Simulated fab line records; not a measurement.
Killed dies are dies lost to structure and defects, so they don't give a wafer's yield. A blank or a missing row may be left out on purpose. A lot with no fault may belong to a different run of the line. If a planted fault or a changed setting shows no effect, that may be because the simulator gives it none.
A struck lot beside a sound one / flow sfq-line / 20 out of 325 route steps
Sound: wafers L868.2, L868.5, L868.6. Wafers struck: L876.2, L876.3, L876.5. The cause is named last.
Per side, at each step with rows, come the tool, then ch with its chambers, and then its first start. Under that, the readings that differ: sound wafers / struck wafers / difference of the means / sigmas: that difference in standard deviations of wafers without a fault.
alike: same words and numbers on both sides, and readings whose means sit less than 2 such deviations apart. not compared: any withheld reading, any reading some wafer has no value for, any bound like >300 that may hide the same value, and any number with overlapping values for which the record gives no deviation.
The two part at a step that has a row with sigmas, a row that says differs or no value, or rows on one side only. When numbers do not overlap yet have no deviation, they are printed without sigmas and do not part them. Lack of a reading on every wafer of one side parts them only where that side has two or more wafers.

first, 2 steps without rows for these wafers: SFQ_TRILAYER_I3_VIA_LITHO_PEB_088 (peb time 60 s); SFQ_TRILAYER_I3_VIA_LITHO_DEVELOP_087 (time 60 s).
SFQ_I3_OVL_MEAS_923:
  sound on overlay-02 at day 51 10:50; struck on overlay-01 at day 54 05:44
  alike: I3_OVL
SFQ_TRILAYER_I3_VIA_BARC_OPEN_VIA_ETCH_121: etches BARC in O2, target depth 125 nm, time 41.7 s.
  sound on rie-diel-04 ch 0,1,2, day 51 10:52; struck on rie-diel-03 ch 0,1,3, day 54 05:46
  alike: drypump-motor-current-A, oes-product-au
  not compared: rf-hours-counter-h
SFQ_TRILAYER_I3_VIA_ETCH_VIA_ETCH_088: etches SiO2 in CHF3, stops on Nb, target depth 260 nm.
  sound on rie-diel-04 ch 0,1,2, day 51 10:55; struck on rie-diel-03 ch 0,1,2, day 54 05:48
  alike: drypump-motor-current-A, oes-product-au
SFQ_TRILAYER_I3_VIA_STRIP_STRIP_089: strips in O2.
  sound on rie-metal-04 ch 0,1, day 51 11:01; struck on rie-metal-03 ch 0,1, day 54 05:55
  alike: drypump-motor-current-A, oes-product-au
  not compared: rf-hours-counter-h
then, 2 steps without rows for these wafers: SFQ_TRILAYER_I3_VIA_STRIP_SOLV_CLEAN_090 (cleans in NMP, time 600 s); SFQ_TRILAYER_M4_DEP_PRE_CLEAN_092 (time 22.5 s).
SFQ_TRILAYER_M4_DEP_SPUTTER_091: material Nb, target thk 200 nm, time 133.3 s.
  sound on pvd-sputter-03 at day 51 11:50; struck on pvd-sputter-06 at day 54 06:43
  alike: cathode-dc-power-W, resputter-cathode-voltage-v, throttle-valve-pct
SFQ_M4_RS_MEAS_924: uses a four-point probe to measure.
  sound on film-metro-04 at day 51 11:57; struck on film-metro-01 at day 54 06:50
  alike: M4_NB_RS
then, 1 step without rows for these wafers: SFQ_TRILAYER_M4_LITHO_COAT_098 (resist thk 62 nm).
SFQ_TRILAYER_M4_LITHO_COAT_093: resist thk 600 nm.
  sound on litho-track-01 ch 0, day 51 12:28; struck on litho-track-01 ch 0, day 54 07:20
reading=model.KrF_of_TRILAYER_M4_LITHO_COAT_093.thk-nm (nm); sound=599.6 598.8 601.2; struck=596.3 594.7 593.1; difference=-5.2; sigmas=
  alike: resist-line-temp-C
then, 4 steps without rows for these wafers: SFQ_TRILAYER_M4_LITHO_SOFTBAKE_097; SFQ_TRILAYER_M4_LITHO_EXPOSE_094 (exposes mask M4, target cd 500 nm); SFQ_TRILAYER_M4_LITHO_PEB_096 (peb time 60 s); SFQ_TRILAYER_M4_LITHO_DEVELOP_095 (time 60 s).
-- the record jumps here: 6 days lie between the struck wafers' starts before and after --
SFQ_M4_OVL_MEAS_926:
  sound on overlay-01 at day 51 14:52; struck on overlay-02 at day 59 20:53
  alike: M4_OVL
SFQ_TRILAYER_M4_BARC_OPEN_METAL_ETCH_123: etches BARC in O2, target depth 125 nm, time 41.7 s.
  sound on rie-metal-04 ch 0,1, day 51 14:54; struck on rie-metal-04 ch 0, day 59 20:56
  alike: drypump-motor-current-A, oes-product-au
  not compared: rf-hours-counter-h
SFQ_TRILAYER_M4_ETCH_METAL_ETCH_096: etches Nb in Cl2/Ar, stops on SiO2, target depth 240 nm, time 120 s.
  sound on rie-metal-04 ch 0,1, day 51 14:58; struck on rie-metal-04 ch 0, day 59 21:04
reading=model.KrF_of_TRILAYER_M4_LITHO_COAT_093.thk-nm (nm); sound=383.1 381.6 383.2; struck=378 376.2 375.4; difference=-6; sigmas=
  alike: drypump-motor-current-A, oes-product-au
  not compared: rf-hours-counter-h
then, 1 step without rows for these wafers: SFQ_TRILAYER_M4_STRIP_STRIP_097 (strips in O2).

== WHERE THEY PART ==
Nowhere in this record.

WHY: the cause the simulator had injected
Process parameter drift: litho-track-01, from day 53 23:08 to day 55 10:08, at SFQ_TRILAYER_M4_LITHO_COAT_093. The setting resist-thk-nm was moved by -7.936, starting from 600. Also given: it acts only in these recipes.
